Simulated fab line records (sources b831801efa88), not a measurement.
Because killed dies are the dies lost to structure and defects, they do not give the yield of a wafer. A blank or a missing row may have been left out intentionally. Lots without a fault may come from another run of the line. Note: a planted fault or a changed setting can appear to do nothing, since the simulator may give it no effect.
The tool behind it: which one? -- flow gf180mcu -- 42 wafers from 14 lots sampled at 3 of the route's 602 steps

WHAT EACH GAUGE READ, for each wafer
GF_POLY_GATE_CD_MEAS_18.
lot,measured,on,cd_nm (nm)
L903,day 9 06:49,cd_sem-02,282.2 282.6 282.4
L904,day 9 16:40,cd_sem-02,280.4 279.7 281.1
L905,day 9 21:06,cd_sem-02,280.4 276.2 277.9
L906,day 10 11:02,cd_sem-02,283.5 281.6 281.8
L907,day 10 16:49,cd_sem-02,281.5 277.8 279.7
L908,day 10 20:14,cd_sem-02,279.0 278.6 281.0
L909,day 11 04:20,cd_sem-02,279.9 277.9 277.4
L911,day 11 15:56,cd_sem-02,279.7 280.0 278.3
L914,day 12 15:51,cd_sem-02,282.6 282.4 282.3
L915,day 12 22:50,cd_sem-02,280.1 283.5 280.8
L923,day 15 07:25,cd_sem-01,281.1 280.0 281.0
L924,day 15 13:07,cd_sem-01,283.0 280.5 282.4
L925,day 15 22:19,cd_sem-01,279.4 278.7 279.1
L926,day 16 03:37,cd_sem-01,281.2 279.7 281.1

GF_HV_LDD_CD_MEAS_19: the cd target is 400 nm.
lot,measured,on,cd_nm (nm)
L903,day 10 18:07,cd_sem-02,394.0 396.9 397.0
L904,day 11 05:14,cd_sem-02,397.1 398.8 395.3
L905,day 11 09:52,cd_sem-01,397.7 396.5 395.7
L906,day 12 00:34,cd_sem-02,400.2 400.2 399.9
L907,day 12 06:40,cd_sem-02,402.8 400.6 400.9
L908,day 12 09:49,cd_sem-01,405.1 402.5 401.8
L909,day 12 18:51,cd_sem-02,400.0 400.0 400.8
L911,day 13 06:57,cd_sem-01,402.3 403.2 404.7
L914,day 14 07:58,cd_sem-01,401.1 398.8 396.9
L915,day 14 15:08,cd_sem-01,402.5 401.5 399.9
L923,day 17 03:08,cd_sem-01,404.3 402.6 404.7
L924,day 17 10:20,cd_sem-02,400.3 401.4 399.8
L925,day 17 20:53,cd_sem-01,397.2 395.0 396.6
L926,day 18 02:07,cd_sem-01,399.8 399.0 399.6

GF_HV_LDD_OVL_MEAS_47.
lot,measured,on,HV_LDD_03_OVL (nm)
L903,day 12 08:16,overlay-02,-0.8 -1.4 -0.3
L904,day 12 19:24,overlay-02,-0.3 0.3 0.0
L905,day 13 01:26,overlay-01,0.2 0.3 -0.1
L906,day 13 16:12,overlay-01,-1.9 -2.1 -1.9
L907,day 13 23:35,overlay-02,-1.1 -2.2 -1.6
L908,day 14 03:02,overlay-01,1.4 -1.6 -0.2
L909,day 14 12:16,overlay-02,-1.0 -1.2 -1.0
L911,day 15 01:17,overlay-01,0.5 -1.6 0.5
L914,day 16 04:29,overlay-02,-1.1 -1.5 1.0
L915,day 16 11:58,overlay-02,1.2 -1.3 2.6
L923,day 19 03:53,overlay-02,0.3 0.1 -1.5
L924,day 19 09:44,overlay-01,-1.6 -1.6 -1.2
L925,day 19 21:43,overlay-01,-1.5 -1.6 -0.7
L926,day 20 05:05,overlay-01,0.3 -0.9 0.5

TOOL THAT RAN EACH LOT (tool first, then ch and the chambers of the sampled wafers, then the start)
Record: no process step prior to these readings.

AS READ BY THE TOOLS THEMSELVES (means over the sampled wafers that have a number; for cases with no such wafer, the mark the record gives instead)
The record holds no such reading with a usual standard deviation.

THE ANSWER, worked out from the rows above alone
Rule: what is usual is taken from the lots themselves. Put in order of their means at a reading, lots are off if they are a third of the lots or fewer, leave a main group of 4 or more, and stand apart from it by a gap of 3 or more times the standard deviation of the main group's means; of several such gaps the widest counts. A main group whose means are all the same, to the digits that the tables above print for the reading, isn't used. A lot without any number at a reading at which 4 lots or more have one is off too. All remaining lots with rows at the step are treated as sound. Order of review: gauges by route order, followed by the tools' own readings, for which a lot's mean as printed above is used. At the first step where some lot is off, the reading lying furthest off is the one used; lots without a number count as furthest.
None of the lots is off at any reading shown; this tells nothing.

WHAT THE SIMULATOR HAD PUT IN
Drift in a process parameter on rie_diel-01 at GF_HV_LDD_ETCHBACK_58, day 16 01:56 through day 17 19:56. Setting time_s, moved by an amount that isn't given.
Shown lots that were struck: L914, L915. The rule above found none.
